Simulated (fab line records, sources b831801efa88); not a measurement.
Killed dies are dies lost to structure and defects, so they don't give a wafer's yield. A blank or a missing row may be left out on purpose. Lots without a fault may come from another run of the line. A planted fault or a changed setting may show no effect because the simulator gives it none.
Which tool did it? | flow sky130 | 24 lots, 72 wafers sampled, at 4 steps of a route of 708

WHAT THE GAUGES READ, wafer by wafer
SKY_NWELL_RS_MEAS_31: measures by four-point-probe. Usual: PWDE_RS 5269 ohm/sq, standard deviation 14.
lot  | measured     | on            | PWDE_RS (ohm/sq) | flag
L074 | day 5 03:53  | film_metro-04 | 5269 5274 5272   |
L075 | day 5 12:49  | film_metro-02 | 5271 5268 5269   |
L076 | day 5 18:19  | film_metro-02 | 5258 5269 5268   |
L077 | day 6 00:47  | film_metro-04 | 5265 5273 5278   |
L078 | day 6 07:26  | film_metro-04 | 5262 5289 5263   |
L079 | day 6 11:19  | film_metro-02 | 5237 5254 5269   |
L080 | day 6 21:10  | film_metro-02 | 5260 5254 5267   |
L081 | day 6 23:43  | film_metro-02 | 5266 5238 5251   |
L082 | day 7 10:49  | film_metro-04 | 5274 5270 5254   |
L083 | day 7 16:37  | film_metro-02 | 5284 5282 5259   |
L084 | day 7 19:28  | film_metro-02 | 5271 5237 5269   |
L085 | day 8 04:04  | film_metro-03 | 5275 5270 5272   |
L086 | day 8 07:29  | film_metro-02 | 5248 5271 5250   |
L087 | day 8 17:25  | film_metro-02 | 5255 5295 5302   |
L088 | day 9 01:30  | film_metro-03 | 5260 5264 5286   |
L089 | day 9 02:43  | film_metro-02 | 5294 5259 5272   |
L090 | day 9 10:23  | film_metro-03 | 5279 5279 5278   |
L091 | day 9 13:59  | film_metro-02 | 5285 5271 5292   |
L092 | day 9 18:40  | film_metro-04 | 5263 5271 5261   |
L093 | day 10 03:54 | film_metro-03 | 5297 5293 5294   |
L094 | day 10 10:50 | film_metro-03 | 5287 5280 5277   |
L095 | day 10 16:16 | film_metro-03 | 5276 5281 5261   |
L096 | day 10 21:05 | film_metro-04 | 5253 5265 5263   |
L097 | day 11 03:13 | film_metro-02 | 5264 5254 5267   |

SKY_VIA1_CD_MEAS_12: target cd 150 nm. Usual: cd_nm 149.8 nm, standard deviation 1.7.
lot  | measured     | on        | cd_nm (nm)        | flag
L074 | day 33 17:38 | cd_sem-02 | 149.8 149.4 149.3 |
L075 | day 34 02:52 | cd_sem-02 | 150.1 151.4 150.2 |
L076 | day 34 07:14 | cd_sem-01 | 147.4 146.9 146.8 |
L077 | day 34 20:48 | cd_sem-02 | 149.9 151.9 150.3 |
L078 | day 35 05:33 | cd_sem-01 | 147.6 147.8 147.5 |
L079 | day 35 06:13 | cd_sem-01 | 152.1 151.9 151.9 |
L080 | day 35 23:40 | cd_sem-01 | 149.2 149.4 150.4 |
L081 | day 36 06:52 | cd_sem-01 | 148.9 149.2 149.8 |
L082 | day 36 11:53 | cd_sem-02 | 152.0 152.1 152.4 |
L083 | day 36 21:19 | cd_sem-02 | 150.5 148.6 150.5 |
L084 | day 37 04:17 | cd_sem-02 | 150.6 149.7 150.5 |
L085 | day 37 12:25 | cd_sem-01 | 148.8 148.7 149.1 |
L086 | day 37 22:57 | cd_sem-02 | 146.9 147.4 147.6 |
L087 | day 38 11:08 | cd_sem-01 | 150.0 149.3 149.7 |
L088 | day 38 17:40 | cd_sem-02 | 150.7 150.6 149.8 |
L089 | day 38 15:01 | cd_sem-01 | 148.9 148.9 148.0 |
L090 | day 39 13:54 | cd_sem-01 | 149.9 152.3 150.3 |
L091 | day 39 10:10 | cd_sem-02 | 150.7 150.8 151.4 |
L092 | day 39 13:13 | cd_sem-01 | 149.6 150.6 149.9 |
L093 | day 39 19:31 | cd_sem-01 | 147.9 149.8 149.9 |
L094 | day 40 02:15 | cd_sem-01 | 147.6 146.7 149.1 |
L095 | day 40 11:20 | cd_sem-01 | 150.5 150.9 151.7 |
L096 | day 40 14:32 | cd_sem-01 | 151.6 153.3 152.1 |
L097 | day 40 21:04 | cd_sem-01 | 152.0 150.6 150.1 |

SKY_METAL3_OVL_MEAS_14. Usual: METAL3_OVL 1 nm, standard deviation 4.6.
lot  | measured     | on         | METAL3_OVL (nm) | flag
L074 | day 38 09:48 | overlay-01 | -1 -5 2         |
L075 | day 38 18:38 | overlay-02 | -9 -7 -5        |
L076 | day 38 20:18 | overlay-01 | 2 7 -2          |
L077 | day 39 11:00 | overlay-01 | 0 2 0           |
L078 | day 39 19:09 | overlay-02 | -5 4 -3         |
L079 | day 39 21:26 | overlay-02 | 3 -4 2          |
L080 | day 40 11:05 | overlay-02 | -3 -2 -8        |
L081 | day 40 18:54 | overlay-02 | 10 1 -2         |
L082 | day 40 23:13 | overlay-02 | 7 1 5           |
L083 | day 41 07:30 | overlay-01 | -7 2 -2         |
L084 | day 41 13:51 | overlay-01 | 2 1 -8          |
L085 | day 41 23:12 | overlay-02 | 0 2 -9          |
L086 | day 42 06:24 | overlay-02 | 7 -1 4          |
L087 | day 42 19:46 | overlay-01 | 10 -1 8         |
L088 | day 43 00:46 | overlay-02 | 5 2 5           |
L089 | day 42 21:47 | overlay-01 | 6 1 -3          |
L090 | day 43 19:03 | overlay-01 | 4 1 2           |
L091 | day 43 14:53 | overlay-02 | -5 -3 -7        |
L092 | day 43 17:56 | overlay-02 | 7 -3 7          |
L093 | day 43 23:52 | overlay-02 | 12 1 0          |
L094 | day 44 05:48 | overlay-01 | 3 -4 -4         |
L095 | day 44 12:29 | overlay-01 | 1 -2 7          |
L096 | day 44 17:09 | overlay-02 | 7 0 -5          |
L097 | day 44 22:41 | overlay-01 | 0 4 8           |

WHICH TOOL RAN EACH LOT (tool, then ch and the chambers of the sampled wafers, then the start)
lot  | SKY_SPACER_ETCHBACK_02
L074 | rie_diel-01 ch 0,2,3, day 22 19:02
L075 | rie_diel-02 ch 0,2,3, day 23 06:08
L076 | rie_diel-02 ch 2,3, day 23 10:26
L077 | rie_diel-04 ch 0,3, day 24 00:51
L078 | rie_diel-01 ch 0,2, day 24 11:04
L079 | rie_diel-01 ch 0,1,3, day 24 15:02
L080 | rie_diel-04 ch 0,1,2, day 25 08:07
L081 | rie_diel-02 ch 1,2,3, day 25 14:46
L082 | rie_diel-01 ch 0,2,3, day 25 23:05
L083 | rie_diel-01 ch 0,1,2, day 26 06:44
L084 | rie_diel-02 ch 0,1, day 26 15:09
L085 | rie_diel-01 ch 0,2, day 27 00:20
L086 | rie_diel-01 ch 0,2,3, day 27 09:53
L087 | rie_diel-02 ch 2,3, day 27 23:20
L088 | rie_diel-04 ch 1,2,3, day 28 08:37
L089 | rie_diel-02 ch 1,2,3, day 28 06:03
L090 | rie_diel-01 ch 0,1,2, day 29 03:01
L091 | rie_diel-04 ch 1,2,3, day 29 01:49
L092 | rie_diel-04 ch 1,2,3, day 29 03:01
L093 | rie_diel-01 ch 1,2,3, day 29 11:47
L094 | rie_diel-01 ch 1,2,3, day 29 17:20
L095 | rie_diel-01 ch 1,2, day 30 05:46
L096 | rie_diel-04 ch 1,3, day 30 10:26
L097 | rie_diel-01 ch 2,3, day 30 17:59
- SKY_SPACER_ETCHBACK_02: etches Si3N4 in CH3F/O2, stops on SiO2, time 46.7 s, target depth 45 nm.

WHAT THE TOOLS THEMSELVES READ (means of the sampled wafers that have a number; where no wafer has one, the mark that the record gives instead)
SKY_SPACER_ETCHBACK_02. Usual: ch3f_flow_sccm 39.99 sccm, standard deviation 0.13; drypump_motor_current_A 5.7 A, standard deviation 0.63; oes_product_au 0.854 a.u., standard deviation 0.0066; throttle_valve_pct 10.563 %, standard deviation 0.0088.
lot  | tool        | ch3f_flow_sccm (sccm) | drypump_motor_current_A (A) | oes_product_au (a.u.) | throttle_valve_pct (%) | flag
L074 | rie_diel-01 | 39.97                 | 5.8                         | 0.847                 | 10.562                 |
L075 | rie_diel-02 | 40.06                 | 5.6                         | 0.849                 | 10.556                 |
L076 | rie_diel-02 | 40.08                 | 5.9                         | 0.849                 | 10.558                 |
L077 | rie_diel-04 | 40.07                 | 5.7                         | 0.859                 | 10.565                 |
L078 | rie_diel-01 | 40.03                 | 5.3                         | 0.852                 | 10.563                 |
L079 | rie_diel-01 | 40.04                 | 6.1                         | 0.856                 | 10.564                 |
L080 | rie_diel-04 | 40.01                 | 5.3                         | 0.848                 | 10.569                 |
L081 | rie_diel-02 | 40.00                 | 5.8                         | 0.851                 | 10.560                 |
L082 | rie_diel-01 | 39.97                 | 5.8                         | 0.856                 | 10.565                 |
L083 | rie_diel-01 | 39.83                 | 5.5                         | 0.854                 | 10.560                 |
L084 | rie_diel-02 | 40.12                 | 5.7                         | 0.847                 | 10.556                 |
L085 | rie_diel-01 | 40.03                 | 5.2                         | 0.862                 | 10.568                 |
L086 | rie_diel-01 | 40.01                 | 5.8                         | 0.852                 | 10.556                 |
L087 | rie_diel-02 | 40.06                 | 5.4                         | 0.861                 | 10.562                 |
L088 | rie_diel-04 | 39.98                 | 5.2                         | 0.848                 | 10.569                 |
L089 | rie_diel-02 | 39.93                 | 5.8                         | 0.860                 | 10.563                 |
L090 | rie_diel-01 | 40.12                 | 5.5                         | 0.856                 | 10.572                 |
L091 | rie_diel-04 | 39.92                 | 5.2                         | 0.854                 | 10.560                 |
L092 | rie_diel-04 | 39.91                 | 5.2                         | 0.854                 | 10.563                 |
L093 | rie_diel-01 | 39.93                 | 6.0                         | 0.860                 | 10.562                 |
L094 | rie_diel-01 | 40.06                 | 6.0                         | 0.856                 | 10.568                 |
L095 | rie_diel-01 | 40.11                 | 5.5                         | 0.860                 | 10.562                 |
L096 | rie_diel-04 | 39.95                 | 5.3                         | 0.856                 | 10.567                 |
L097 | rie_diel-01 | 40.06                 | 6.2                         | 0.852                 | 10.570                 |

THE ANSWER, worked out from the rows above alone
Rule: a lot is off if the mean of its wafers that have a number lies more than 3 standard deviations from the usual mean. A lot without any number at a reading at which 4 lots or more have one is off too. The other lots that the step has rows for count as sound. The gauges are gone through in route order, then the tools' own readings, and for those a lot's mean is taken as printed above. The first step at which some lot is off is used, and at that step the reading that is off furthest; a lot without a number counts as furthest.
No lot is off at any reading shown: from this, nothing can be told.

WHAT THE SIMULATOR HAD PUT IN
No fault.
